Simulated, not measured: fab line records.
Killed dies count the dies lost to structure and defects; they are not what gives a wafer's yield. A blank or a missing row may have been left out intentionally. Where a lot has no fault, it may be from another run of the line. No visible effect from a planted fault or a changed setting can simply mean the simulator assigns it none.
Which tool was responsible? | flow gf180mcu | 7 lots, 21 wafers sampled, at 4 steps of a route of 602

== WHAT THE GAUGES SHOWED, per wafer ==
GF_PASSIVATION_BOW_MEAS_14.
lot  | measured     | on            | PASSIVATION_BOW (um)
L922 | day 30 08:13 | film metro-03 | 123 122 125
L924 | day 31 08:16 | film metro-03 | 118 109 108
L926 | day 31 12:36 | film metro-01 | 114 129 123
L935 | day 33 16:18 | film metro-04 | 140 138 143
L938 | day 34 09:05 | film metro-04 | 140 146 139
L940 | day 34 22:59 | film metro-03 | 131 128 132
L942 | day 35 04:38 | film metro-04 | 117 113 112

== WHAT TOOL EACH LOT RAN ON (gives the tool, then ch and the chambers of the sampled wafers, and finally the start) ==
lot  | GF_V1_STRIP_19                  | GF_TOP_METAL_SPUTTER_04      | GF_PASSIVATION_CVD_02
L922 | wet bench-02 ch 1, day 19 18:27 | pvd sputter-03, day 28 14:26 | pecvd-02 ch 0,2, day 29 10:44
L924 | wet bench-02 ch 0, day 20 22:10 | pvd sputter-03, day 29 15:53 | pecvd-04 ch 0,1, day 30 11:55
L926 | wet bench-04 ch 1, day 21 04:40 | pvd sputter-03, day 29 20:47 | pecvd-04 ch 0,1, day 30 16:00
L935 | wet bench-02 ch 0, day 24 07:27 | pvd sputter-02, day 32 05:20 | pecvd-04 ch 0,1,2, day 32 22:20
L938 | wet bench-04 ch 3, day 25 04:58 | pvd sputter-03, day 32 22:55 | pecvd-04 ch 0,2, day 33 15:38
L940 | wet bench-04 ch 1, day 25 22:54 | pvd sputter-03, day 33 14:05 | pecvd-04 ch 0,1,2, day 34 06:05
L942 | wet bench-02 ch 0, day 26 09:52 | pvd sputter-02, day 33 21:01 | pecvd-04 ch 0,1,2, day 34 12:14
- GF_V1_STRIP_19: strips in post etch residue remover, time 1200 s.
- GF_TOP_METAL_SPUTTER_04: material TiN, target thk 25 nm, time 20.8 s.
- GF_PASSIVATION_CVD_02: deposits Si3N4, target thk 700 nm, time 486.18 s.

== THE ANSWER, worked out from the rows above alone ==
Rule: usual is defined by the lots themselves. The widest of any qualifying gaps counts: lots, ordered by their means at a reading, are off when they make up no more than a third of the lots, leave a main group of 4 or more, and stand apart from it by 3 or more times the standard deviation of that group's means. A main group whose means are all the same, to the digits that the tables above print for the reading, isn't used. A lot without any number at a reading at which 4 lots or more have one is off too. All remaining lots with rows at the step are treated as sound.
No lot is off at any reading shown: from this, nothing can be told.

== WHAT THE SIMULATOR HAD INSERTED ==
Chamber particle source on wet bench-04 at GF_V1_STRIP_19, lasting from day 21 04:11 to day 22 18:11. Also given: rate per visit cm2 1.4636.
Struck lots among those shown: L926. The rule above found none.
